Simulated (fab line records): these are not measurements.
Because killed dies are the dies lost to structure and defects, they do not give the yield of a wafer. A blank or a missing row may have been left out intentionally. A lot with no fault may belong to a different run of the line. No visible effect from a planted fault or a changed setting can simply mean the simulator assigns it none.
Comparing a struck lot with a sound one ; flow sfq line ; 19 steps out of a route of 325
Sound: the wafers L235.3, L235.5, L235.6. Wafers L240.1, L240.2, L240.6 were the ones struck. The cause is named last.
For every step that has rows: the tool of each side, followed by ch and its chambers, followed by its first start. Under that, the readings that differ: sound wafers ; struck wafers ; difference of the means ; sigmas: that difference in standard deviations of wafers without a fault.
alike: same words and numbers on both sides, and readings whose means sit less than 2 such deviations apart. not compared: any withheld reading, any reading some wafer has no value for, any bound like >300 that may hide the same value, and any number with overlapping values for which the record gives no deviation.
Wherever a step has rows on one side only, a row that says differs or no value, or a row with sigmas, the two part there. When numbers do not overlap yet have no deviation, they are printed without sigmas and do not part them. A reading missing from all wafers of one side parts the sides only when that side holds two or more wafers.

SFQ_M0_OVL_MEAS_906:
  sound on overlay-02, day 16 07:46; struck on overlay-02, day 17 23:55
  alike: M0_OVL
then, 1 step without rows for these wafers: SFQ_TRILAYER_M0_BARC_OPEN_METAL_ETCH_031 (etches BARC in O2, target depth 125 nm, time 41.7 s).
SFQ_TRILAYER_M0_ETCH_METAL_ETCH_024: etches Nb in Cl2/Ar, stops on SiO2, target depth 240 nm, time 120 s.
  sound on rie metal-02 ch 0,1, day 16 07:53; struck on rie metal-02 ch 0,1, day 18 00:01
  alike: drypump motor current A, oes product au
  not compared: rf hours counter h
SFQ_TRILAYER_M0_STRIP_STRIP_025: strips in O2.
  sound on rie metal-02 ch 0,1, day 16 08:10; struck on rie metal-02 ch 0,1, day 18 00:08
  alike: drypump motor current A, oes product au
  not compared: rf hours counter h
then, 1 step without rows for these wafers: SFQ_TRILAYER_M0_STRIP_SOLV_CLEAN_026 (cleans in NMP, time 600 s).
SFQ_TRILAYER_I0_DEP_PECVD_027: deposits SiO2 from SiH4/N2O, time 111.11 s, target thk 500 nm.
  sound on pecvd-03 ch 1,2, day 16 08:45; struck on pecvd-02 ch 0,1, day 18 00:56
  alike: heater power w, throttle valve pct
SFQ_TRILAYER_I0_CMP_CMP_028: polishes SiO2.
  sound on cmp-01 ch 1,2, day 16 09:20; struck on cmp-01 ch 1,2,3, day 18 02:01
  alike: edge zone pressure frac, head pressure psi, motor current A, slurry flow ml min, time to endpoint s
SFQ_I0_BOW_MEAS_907:
  sound on film metro-03, day 16 11:52; struck on film metro-03, day 18 04:01
  alike: I0_BOW
SFQ_TRILAYER_I0_METRO_MEASURE_029:
  sound on film metro-03, day 16 12:21; struck on film metro-03, day 18 04:08
  alike: thk nm
then, 3 steps without rows for these wafers: SFQ_TRILAYER_I0_VIA_LITHO_COAT_036 (resist thk 62 nm); SFQ_TRILAYER_I0_VIA_LITHO_COAT_031 (resist thk 650 nm); SFQ_TRILAYER_I0_VIA_LITHO_SOFTBAKE_035.
-- the record jumps here: 7 days lie between the struck wafers' starts before and after --
SFQ_TRILAYER_I0_VIA_LITHO_EXPOSE_032: exposes mask I0, target cd 500 nm.
  sound on krf scanner-01 ch 0, day 23 00:27; struck on krf scanner-01 ch 0, day 25 00:03
  alike: mask
then, 2 steps without rows for these wafers: SFQ_TRILAYER_I0_VIA_LITHO_PEB_034 (peb time 60 s); SFQ_TRILAYER_I0_VIA_LITHO_DEVELOP_033 (time 60 s).
SFQ_I0_OVL_MEAS_908:
  sound on overlay-02, day 23 01:34; struck on overlay-01, day 25 01:33
reading;sound;struck;difference;sigmas
I0_OVL (nm);9 11 6;-4 -5 -7;-14;-2
SFQ_TRILAYER_I0_VIA_BARC_OPEN_VIA_ETCH_046: etches BARC in O2, target depth 125 nm, time 41.7 s.
  sound on rie diel-03 ch 0,1,2, day 23 01:35; struck on rie diel-01 ch 0,2,3, day 25 01:35
reading;sound;struck;difference;sigmas
model.I0.cd nm (nm);498.4 499.1 500.1;508 505 503.6;+6;
  alike: drypump motor current A, oes product au
  not compared: rf hours counter h
SFQ_TRILAYER_I0_VIA_ETCH_VIA_ETCH_034: etches SiO2 in CHF3, stops on Nb, target depth 260 nm.
  sound on rie diel-03 ch 0,1,2, day 23 01:38; struck on rie diel-01 ch 0,2,3, day 25 01:38
reading;sound;struck;difference;sigmas
model.I0.cd nm (nm);496.9 498.7 500.2;507.7 503.6 501.6;+5.7;
  alike: drypump motor current A, oes product au
then, 1 step without rows for these wafers: SFQ_TRILAYER_I0_VIA_STRIP_STRIP_035 (strips in O2).

## WHERE THEY PART
Within this record, at SFQ_I0_OVL_MEAS_908 only. Later steps at which nothing parts them and some readings are alike: SFQ_TRILAYER_I0_VIA_BARC_OPEN_VIA_ETCH_046, SFQ_TRILAYER_I0_VIA_ETCH_VIA_ETCH_034.

WHY: the cause the simulator had injected
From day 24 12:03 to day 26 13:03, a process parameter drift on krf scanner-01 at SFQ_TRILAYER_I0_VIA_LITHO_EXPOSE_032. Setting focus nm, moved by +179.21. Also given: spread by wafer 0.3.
